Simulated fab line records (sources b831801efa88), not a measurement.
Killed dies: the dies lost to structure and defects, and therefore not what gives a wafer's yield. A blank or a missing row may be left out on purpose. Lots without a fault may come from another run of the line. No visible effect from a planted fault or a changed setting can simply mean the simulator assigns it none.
Which tool did it? :: flow gf180mcu :: route of 602 steps, sampled at 1 step: 6 lots, 18 wafers

## WHAT THE GAUGES SHOWED, per wafer
GF_V1_THK_MEAS_03.
lot: L911
measured: day 18 02:17
on: film_metro-01
V1_CVD_02_THK (nm): 851 862 852

lot: L913
measured: day 18 10:07
on: film_metro-02
V1_CVD_02_THK (nm): 842 833 849

lot: L915
measured: day 19 04:44
on: film_metro-04
V1_CVD_02_THK (nm): 852 875 861

lot: L918
measured: day 20 12:24
on: film_metro-02
V1_CVD_02_THK (nm): 847 847 833

lot: L927
measured: day 23 11:34
on: film_metro-01
V1_CVD_02_THK (nm): 844 848 861

lot: L931
measured: day 24 15:30
on: film_metro-01
V1_CVD_02_THK (nm): 841 867 853

## EACH LOT AND THE TOOL THAT RAN IT (in order: tool; ch and the chambers of the sampled wafers; start)
No process step before these readings appears in the record.

## THE ANSWER, worked out from the rows above alone
Rule: usual is defined by the lots themselves. Put in order of their means at a reading, lots are off if they are a third of the lots or fewer, leave a main group of 4 or more, and stand apart from it by a gap of 3 or more times the standard deviation of the main group's means; of several such gaps the widest counts. A main group is skipped when, at the precision printed for the reading in the tables above, its means are all equal. A lot without any number at a reading at which 4 lots or more have one is off too. Any other lot the step has rows for is counted as sound.
Across all readings shown, no lot is off: no conclusion can be drawn from this.

## WHAT THE SIMULATOR PUT IN
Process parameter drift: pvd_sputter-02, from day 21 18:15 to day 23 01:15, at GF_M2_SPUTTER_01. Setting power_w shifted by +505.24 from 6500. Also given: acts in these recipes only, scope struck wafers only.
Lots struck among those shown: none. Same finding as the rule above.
